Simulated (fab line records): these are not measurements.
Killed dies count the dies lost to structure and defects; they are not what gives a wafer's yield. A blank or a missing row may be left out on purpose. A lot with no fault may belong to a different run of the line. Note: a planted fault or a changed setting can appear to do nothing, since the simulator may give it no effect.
Which of the tools did it? :: flow sky130 :: Sampling: 24 lots, 72 wafers, 6 of 708 route steps

WHAT THE GAUGES SHOWED, per wafer
SKY_PWDE_OVL_MEAS_07.
lot: L074
measured: day 3 22:25
on: overlay-02
PWDE_OVL (nm): -1.8 -1.2 -1.8

lot: L075
measured: day 4 04:06
on: overlay-02
PWDE_OVL (nm): -0.8 -1.0 -1.3

lot: L076
measured: day 4 08:50
on: overlay-01
PWDE_OVL (nm): -0.5 -0.9 0.7

lot: L077
measured: day 4 10:11
on: overlay-02
PWDE_OVL (nm): 0.2 1.5 0.7

lot: L078
measured: day 4 18:22
on: overlay-02
PWDE_OVL (nm): -1.6 -1.3 -1.3

lot: L079
measured: day 5 02:16
on: overlay-01
PWDE_OVL (nm): 0.7 0.5 -2.1

lot: L080
measured: day 5 09:41
on: overlay-01
PWDE_OVL (nm): -1.2 1.2 -0.8

lot: L082
measured: day 6 03:04
on: overlay-01
PWDE_OVL (nm): 0.7 1.4 1.9

lot: L081
measured: day 6 04:01
on: overlay-01
PWDE_OVL (nm): 1.1 0.3 1.6

lot: L083
measured: day 6 04:38
on: overlay-02
PWDE_OVL (nm): 0.7 0.9 -0.6

lot: L084
measured: day 6 09:05
on: overlay-02
PWDE_OVL (nm): -2.4 -0.6 -1.5

lot: L085
measured: day 6 12:23
on: overlay-01
PWDE_OVL (nm): 2.4 -0.6 -1.0

lot: L086
measured: day 6 20:08
on: overlay-01
PWDE_OVL (nm): 2.1 0.9 1.0

lot: L087
measured: day 7 03:11
on: overlay-01
PWDE_OVL (nm): 0.5 1.0 -0.1

lot: L088
measured: day 7 05:19
on: overlay-02
PWDE_OVL (nm): -3.2 -3.1 -2.7

lot: L089
measured: day 7 10:31
on: overlay-01
PWDE_OVL (nm): -1.2 -1.7 -1.5

lot: L090
measured: day 7 16:14
on: overlay-02
PWDE_OVL (nm): 1.5 -1.6 -0.9

lot: L091
measured: day 7 22:09
on: overlay-02
PWDE_OVL (nm): -0.9 0.4 -0.6

lot: L092
measured: day 8 02:42
on: overlay-02
PWDE_OVL (nm): 0.6 -0.4 0.3

lot: L093
measured: day 8 09:50
on: overlay-01
PWDE_OVL (nm): 1.8 -0.7 1.1

lot: L094
measured: day 8 10:52
on: overlay-02
PWDE_OVL (nm): -0.4 -0.1 -1.4

lot: L095
measured: day 8 18:19
on: overlay-01
PWDE_OVL (nm): -2.2 0.9 -1.0

lot: L096
measured: day 9 01:14
on: overlay-02
PWDE_OVL (nm): -1.2 -3.3 -2.0

lot: L097
measured: day 9 04:35
on: overlay-01
PWDE_OVL (nm): -0.7 -0.9 -1.5

SKY_NWELL_OVL_MEAS_23.
lot: L074
measured: day 5 07:50
on: overlay-02
NWELL_01_OVL (nm): 1.7 -0.6 1.0

lot: L075
measured: day 5 14:26
on: overlay-01
NWELL_01_OVL (nm): 0.9 1.5 2.1

lot: L076
measured: day 5 19:14
on: overlay-01
NWELL_01_OVL (nm): 3.3 2.1 3.4

lot: L077
measured: day 5 21:14
on: overlay-01
NWELL_01_OVL (nm): 1.5 2.9 0.0

lot: L078
measured: day 6 06:38
on: overlay-01
NWELL_01_OVL (nm): 5.2 2.1 0.9

lot: L079
measured: day 6 15:10
on: overlay-01
NWELL_01_OVL (nm): 2.8 3.2 0.8

lot: L080
measured: day 6 23:59
on: overlay-02
NWELL_01_OVL (nm): 0.2 0.9 0.0

lot: L082
measured: day 7 18:23
on: overlay-02
NWELL_01_OVL (nm): 1.0 -0.5 0.4

lot: L081
measured: day 7 18:44
on: overlay-01
NWELL_01_OVL (nm): -0.1 2.0 0.2

lot: L083
measured: day 7 19:31
on: overlay-02
NWELL_01_OVL (nm): -2.4 -1.0 -1.6

lot: L084
measured: day 8 00:28
on: overlay-02
NWELL_01_OVL (nm): 0.1 -0.2 0.3

lot: L085
measured: day 8 04:11
on: overlay-02
NWELL_01_OVL (nm): -0.6 -2.1 -0.3

lot: L086
measured: day 8 13:14
on: overlay-02
NWELL_01_OVL (nm): 0.9 -0.5 0.6

lot: L087
measured: day 8 20:26
on: overlay-02
NWELL_01_OVL (nm): -0.3 0.0 2.2

lot: L088
measured: day 8 22:35
on: overlay-01
NWELL_01_OVL (nm): 1.0 0.4 -0.1

lot: L089
measured: day 9 04:35
on: overlay-02
NWELL_01_OVL (nm): 0.8 0.1 0.6

lot: L090
measured: day 9 10:38
on: overlay-01
NWELL_01_OVL (nm): 0.6 1.8 0.7

lot: L091
measured: day 9 17:01
on: overlay-01
NWELL_01_OVL (nm): 1.1 1.3 -0.5

lot: L092
measured: day 9 21:47
on: overlay-01
NWELL_01_OVL (nm): 0.1 1.2 1.4

lot: L093
measured: day 10 04:17
on: overlay-01
NWELL_01_OVL (nm): 1.5 2.3 1.8

lot: L094
measured: day 10 07:28
on: overlay-02
NWELL_01_OVL (nm): 0.9 -1.0 -0.5

lot: L095
measured: day 10 13:29
on: overlay-02
NWELL_01_OVL (nm): 0.7 -0.1 -1.1

lot: L096
measured: day 10 21:22
on: overlay-02
NWELL_01_OVL (nm): 2.2 0.0 -0.4

lot: L097
measured: day 11 01:40
on: overlay-02
NWELL_01_OVL (nm): -0.4 1.5 0.1

SKY_LDD_N_OVL_MEAS_07.
lot: L074
measured: day 17 16:04
on: overlay-02
LDD_N_OVL (nm): -0.2 -0.2 0.8

lot: L075
measured: day 18 01:40
on: overlay-01
LDD_N_OVL (nm): 0.2 -1.4 -0.8

lot: L076
measured: day 18 07:20
on: overlay-01
LDD_N_OVL (nm): -1.8 -1.2 0.0

lot: L077
measured: day 18 11:13
on: overlay-01
LDD_N_OVL (nm): 0.5 0.3 0.1

lot: L078
measured: day 19 20:41
on: overlay-02
LDD_N_OVL (nm): -0.9 -2.1 -0.8

lot: L079
measured: day 20 19:38
on: overlay-02
LDD_N_OVL (nm): 0.5 1.3 0.1

lot: L080
measured: day 20 19:02
on: overlay-02
LDD_N_OVL (nm): 1.5 -2.6 -1.4

lot: L082
measured: day 21 09:17
on: overlay-02
LDD_N_OVL (nm): 0.3 0.3 -2.0

lot: L081
measured: day 21 15:08
on: overlay-01
LDD_N_OVL (nm): 1.8 -0.3 1.8

lot: L083
measured: day 21 12:05
on: overlay-01
LDD_N_OVL (nm): 1.0 1.2 2.1

lot: L084
measured: day 21 21:38
on: overlay-02
LDD_N_OVL (nm): -1.9 -1.5 -0.5

lot: L085
measured: day 22 03:28
on: overlay-02
LDD_N_OVL (nm): -0.1 -0.8 0.8

lot: L086
measured: day 22 16:07
on: overlay-01
LDD_N_OVL (nm): 0.1 -2.6 -3.3

lot: L087
measured: day 23 00:22
on: overlay-01
LDD_N_OVL (nm): 2.8 1.7 1.0

lot: L088
measured: day 23 03:49
on: overlay-02
LDD_N_OVL (nm): -1.9 -0.2 0.1

lot: L089
measured: day 23 10:38
on: overlay-01
LDD_N_OVL (nm): 3.1 1.6 2.4

lot: L090
measured: day 23 23:46
on: overlay-02
LDD_N_OVL (nm): -2.3 -2.2 -1.5

lot: L091
measured: day 24 05:23
on: overlay-01
LDD_N_OVL (nm): 1.4 0.0 -0.3

lot: L092
measured: day 24 13:16
on: overlay-01
LDD_N_OVL (nm): 1.8 1.5 0.1

lot: L093
measured: day 24 18:32
on: overlay-01
LDD_N_OVL (nm): -1.8 -3.2 -0.2

lot: L094
measured: day 25 00:52
on: overlay-02
LDD_N_OVL (nm): -0.9 -0.8 -2.5

lot: L095
measured: day 25 09:10
on: overlay-02
LDD_N_OVL (nm): -0.8 -0.4 1.2

lot: L096
measured: day 25 18:29
on: overlay-01
LDD_N_OVL (nm): -1.5 -0.7 -1.4

lot: L097
measured: day 25 23:55
on: overlay-02
LDD_N_OVL (nm): -0.9 -0.4 -2.4

SKY_VIA2_CD_MEAS_12 targets a cd of 200 nm.
lot: L074
measured: day 36 05:28
on: cd_sem-02
cd_nm (nm): 199.6 200.0 198.6

lot: L075
measured: day 36 13:34
on: cd_sem-02
cd_nm (nm): 200.0 199.6 199.1

lot: L076
measured: day 36 19:29
on: cd_sem-01
cd_nm (nm): 201.5 199.4 200.8

lot: L077
measured: day 37 00:46
on: cd_sem-01
cd_nm (nm): 202.0 199.9 199.8

lot: L078
measured: day 38 03:18
on: cd_sem-02
cd_nm (nm): 198.4 200.5 198.7

lot: L079
measured: day 38 22:52
on: cd_sem-01
cd_nm (nm): 201.4 201.1 199.9

lot: L080
measured: day 38 18:17
on: cd_sem-01
cd_nm (nm): 197.7 198.9 198.0

lot: L082
measured: day 39 08:35
on: cd_sem-02
cd_nm (nm): 199.8 199.4 199.8

lot: L081
measured: day 39 14:32
on: cd_sem-02
cd_nm (nm): 199.7 200.7 200.7

lot: L083
measured: day 39 11:10
on: cd_sem-01
cd_nm (nm): 200.7 201.2 201.3

lot: L084
measured: day 39 15:43
on: cd_sem-01
cd_nm (nm): 199.7 200.8 200.7

lot: L085
measured: day 39 21:52
on: cd_sem-02
cd_nm (nm): 199.3 200.7 199.0

lot: L086
measured: day 40 09:59
on: cd_sem-01
cd_nm (nm): 202.1 199.7 201.2

lot: L087
measured: day 40 16:20
on: cd_sem-02
cd_nm (nm): 201.8 202.2 202.3

lot: L088
measured: day 40 19:34
on: cd_sem-02
cd_nm (nm): 199.0 197.5 197.7

lot: L089
measured: day 41 01:49
on: cd_sem-01
cd_nm (nm): 198.8 198.3 199.0

lot: L090
measured: day 41 10:32
on: cd_sem-02
cd_nm (nm): 201.1 201.2 201.3

lot: L091
measured: day 42 05:01
on: cd_sem-02
cd_nm (nm): 201.2 199.9 199.6

lot: L092
measured: day 42 07:18
on: cd_sem-02
cd_nm (nm): 199.6 199.9 200.0

lot: L093
measured: day 42 08:15
on: cd_sem-02
cd_nm (nm): 201.6 201.0 199.9

lot: L094
measured: day 42 09:19
on: cd_sem-02
cd_nm (nm): 198.5 199.0 197.9

lot: L095
measured: day 42 12:01
on: cd_sem-02
cd_nm (nm): 201.0 200.4 200.4

lot: L096
measured: day 42 19:08
on: cd_sem-02
cd_nm (nm): 197.3 196.4 196.3

lot: L097
measured: day 42 21:30
on: cd_sem-02
cd_nm (nm): 203.2 201.7 201.8

EACH LOT AND THE TOOL THAT RAN IT (in order: tool; ch and the chambers of the sampled wafers; start)
lot: L074
SKY_VIA1_SPUTTER_20: pvd_sputter-01, day 33 21:56
SKY_METAL2_SPUTTER_01: pvd_sputter-02, day 33 22:35

lot: L075
SKY_VIA1_SPUTTER_20: pvd_sputter-03, day 34 07:09
SKY_METAL2_SPUTTER_01: pvd_sputter-04, day 34 07:48

lot: L076
SKY_VIA1_SPUTTER_20: pvd_sputter-03, day 34 12:10
SKY_METAL2_SPUTTER_01: pvd_sputter-01, day 34 12:49

lot: L077
SKY_VIA1_SPUTTER_20: pvd_sputter-02, day 34 17:47
SKY_METAL2_SPUTTER_01: pvd_sputter-01, day 34 18:26

lot: L078
SKY_VIA1_SPUTTER_20: pvd_sputter-03, day 35 21:25
SKY_METAL2_SPUTTER_01: pvd_sputter-01, day 35 22:04

lot: L079
SKY_VIA1_SPUTTER_20: pvd_sputter-02, day 36 16:58
SKY_METAL2_SPUTTER_01: pvd_sputter-01, day 36 17:37

lot: L080
SKY_VIA1_SPUTTER_20: pvd_sputter-03, day 36 13:01
SKY_METAL2_SPUTTER_01: pvd_sputter-04, day 36 13:40

lot: L082
SKY_VIA1_SPUTTER_20: pvd_sputter-02, day 37 02:54
SKY_METAL2_SPUTTER_01: pvd_sputter-02, day 37 03:33

lot: L081
SKY_VIA1_SPUTTER_20: pvd_sputter-01, day 37 09:20
SKY_METAL2_SPUTTER_01: pvd_sputter-04, day 37 09:59

lot: L083
SKY_VIA1_SPUTTER_20: pvd_sputter-01, day 37 05:58
SKY_METAL2_SPUTTER_01: pvd_sputter-04, day 37 06:37

lot: L084
SKY_VIA1_SPUTTER_20: pvd_sputter-03, day 37 09:59
SKY_METAL2_SPUTTER_01: pvd_sputter-01, day 37 10:38

lot: L085
SKY_VIA1_SPUTTER_20: pvd_sputter-03, day 37 17:32
SKY_METAL2_SPUTTER_01: pvd_sputter-04, day 37 18:11

lot: L086
SKY_VIA1_SPUTTER_20: pvd_sputter-01, day 38 05:34
SKY_METAL2_SPUTTER_01: pvd_sputter-04, day 38 06:13

lot: L087
SKY_VIA1_SPUTTER_20: pvd_sputter-01, day 38 12:41
SKY_METAL2_SPUTTER_01: pvd_sputter-02, day 38 13:20

lot: L088
SKY_VIA1_SPUTTER_20: pvd_sputter-01, day 38 15:54
SKY_METAL2_SPUTTER_01: pvd_sputter-02, day 38 16:33

lot: L089
SKY_VIA1_SPUTTER_20: pvd_sputter-02, day 38 22:56
SKY_METAL2_SPUTTER_01: pvd_sputter-04, day 38 23:35

lot: L090
SKY_VIA1_SPUTTER_20: pvd_sputter-02, day 39 09:28
SKY_METAL2_SPUTTER_01: pvd_sputter-04, day 39 10:17

lot: L091
SKY_VIA1_SPUTTER_20: pvd_sputter-01, day 39 14:07
SKY_METAL2_SPUTTER_01: pvd_sputter-04, day 39 14:46

lot: L092
SKY_VIA1_SPUTTER_20: pvd_sputter-03, day 39 20:52
SKY_METAL2_SPUTTER_01: pvd_sputter-02, day 39 21:32

lot: L093
SKY_VIA1_SPUTTER_20: pvd_sputter-02, day 40 01:06
SKY_METAL2_SPUTTER_01: pvd_sputter-01, day 40 01:45

lot: L094
SKY_VIA1_SPUTTER_20: pvd_sputter-02, day 40 03:50
SKY_METAL2_SPUTTER_01: pvd_sputter-04, day 40 04:29

lot: L095
SKY_VIA1_SPUTTER_20: pvd_sputter-03, day 40 11:37
SKY_METAL2_SPUTTER_01: pvd_sputter-04, day 40 12:17

lot: L096
SKY_VIA1_SPUTTER_20: pvd_sputter-02, day 40 20:35
SKY_METAL2_SPUTTER_01: pvd_sputter-04, day 40 21:15

lot: L097
SKY_VIA1_SPUTTER_20: pvd_sputter-02, day 40 21:50
SKY_METAL2_SPUTTER_01: pvd_sputter-04, day 40 22:30
- SKY_VIA1_SPUTTER_20: material TiN, target thk 20 nm, time 80 s.
- SKY_METAL2_SPUTTER_01: material TiN, target thk 20 nm, time 16.7 s.

WHAT THE TOOLS THEMSELVES READ (means of the sampled wafers that have a number; where no wafer has one, the mark that the record gives instead)
SKY_VIA1_SPUTTER_20.
lot: L074
tool: pvd_sputter-01
throttle_valve_pct (%): 30.4

lot: L075
tool: pvd_sputter-03
throttle_valve_pct (%): 30.5

lot: L076
tool: pvd_sputter-03
throttle_valve_pct (%): 30.4

lot: L077
tool: pvd_sputter-02
throttle_valve_pct (%): 30.0

lot: L078
tool: pvd_sputter-03
throttle_valve_pct (%): 30.9

lot: L079
tool: pvd_sputter-02
throttle_valve_pct (%): 30.1

lot: L080
tool: pvd_sputter-03
throttle_valve_pct (%): 31.1

lot: L082
tool: pvd_sputter-02
throttle_valve_pct (%): 29.8

lot: L081
tool: pvd_sputter-01
throttle_valve_pct (%): 30.9

lot: L083
tool: pvd_sputter-01
throttle_valve_pct (%): 31.0

lot: L084
tool: pvd_sputter-03
throttle_valve_pct (%): 30.0

lot: L085
tool: pvd_sputter-03
throttle_valve_pct (%): 30.6

lot: L086
tool: pvd_sputter-01
throttle_valve_pct (%): 30.3

lot: L087
tool: pvd_sputter-01
throttle_valve_pct (%): 31.0

lot: L088
tool: pvd_sputter-01
throttle_valve_pct (%): 30.1

lot: L089
tool: pvd_sputter-02
throttle_valve_pct (%): 29.8

lot: L090
tool: pvd_sputter-02
throttle_valve_pct (%): 30.2

lot: L091
tool: pvd_sputter-01
throttle_valve_pct (%): 30.9

lot: L092
tool: pvd_sputter-03
throttle_valve_pct (%): 30.4

lot: L093
tool: pvd_sputter-02
throttle_valve_pct (%): 29.5

lot: L094
tool: pvd_sputter-02
throttle_valve_pct (%): 30.0

lot: L095
tool: pvd_sputter-03
throttle_valve_pct (%): 30.8

lot: L096
tool: pvd_sputter-02
throttle_valve_pct (%): 30.3

lot: L097
tool: pvd_sputter-02
throttle_valve_pct (%): 29.5

SKY_METAL2_SPUTTER_01.
lot: L074
tool: pvd_sputter-02
throttle_valve_pct (%): 30.3

lot: L075
tool: pvd_sputter-04
throttle_valve_pct (%): 30.0

lot: L076
tool: pvd_sputter-01
throttle_valve_pct (%): 30.8

lot: L077
tool: pvd_sputter-01
throttle_valve_pct (%): 30.1

lot: L078
tool: pvd_sputter-01
throttle_valve_pct (%): 29.9

lot: L079
tool: pvd_sputter-01
throttle_valve_pct (%): 29.9

lot: L080
tool: pvd_sputter-04
throttle_valve_pct (%): 29.7

lot: L082
tool: pvd_sputter-02
throttle_valve_pct (%): 29.7

lot: L081
tool: pvd_sputter-04
throttle_valve_pct (%): 30.2

lot: L083
tool: pvd_sputter-04
throttle_valve_pct (%): 30.5

lot: L084
tool: pvd_sputter-01
throttle_valve_pct (%): 31.2

lot: L085
tool: pvd_sputter-04
throttle_valve_pct (%): 30.1

lot: L086
tool: pvd_sputter-04
throttle_valve_pct (%): 29.8

lot: L087
tool: pvd_sputter-02
throttle_valve_pct (%): 30.0

lot: L088
tool: pvd_sputter-02
throttle_valve_pct (%): 29.6

lot: L089
tool: pvd_sputter-04
throttle_valve_pct (%): 30.2

lot: L090
tool: pvd_sputter-04
throttle_valve_pct (%): 30.4

lot: L091
tool: pvd_sputter-04
throttle_valve_pct (%): 30.2

lot: L092
tool: pvd_sputter-02
throttle_valve_pct (%): 29.6

lot: L093
tool: pvd_sputter-01
throttle_valve_pct (%): 30.9

lot: L094
tool: pvd_sputter-04
throttle_valve_pct (%): 30.3

lot: L095
tool: pvd_sputter-04
throttle_valve_pct (%): 30.1

lot: L096
tool: pvd_sputter-04
throttle_valve_pct (%): 30.1

lot: L097
tool: pvd_sputter-04
throttle_valve_pct (%): 30.6

THE ANSWER, worked out from the rows above alone
Rule: what is usual is taken from the lots themselves. Put in order of their means at a reading, lots are off if they are a third of the lots or fewer, leave a main group of 4 or more, and stand apart from it by a gap of 3 or more times the standard deviation of the main group's means; of several such gaps the widest counts. A main group whose means are all the same, to the digits that the tables above print for the reading, isn't used. A lot without any number at a reading at which 4 lots or more have one is off too. Where the step has rows for the other lots, those lots are counted as sound. Order of review: gauges by route order, followed by the tools' own readings, for which a lot's mean as printed above is used. The first step at which some lot is off is used, and at that step the reading that is off furthest; a lot without a number counts as furthest.
Across all readings shown, no lot is off: no conclusion can be drawn from this.

WHAT THE SIMULATOR PUT IN
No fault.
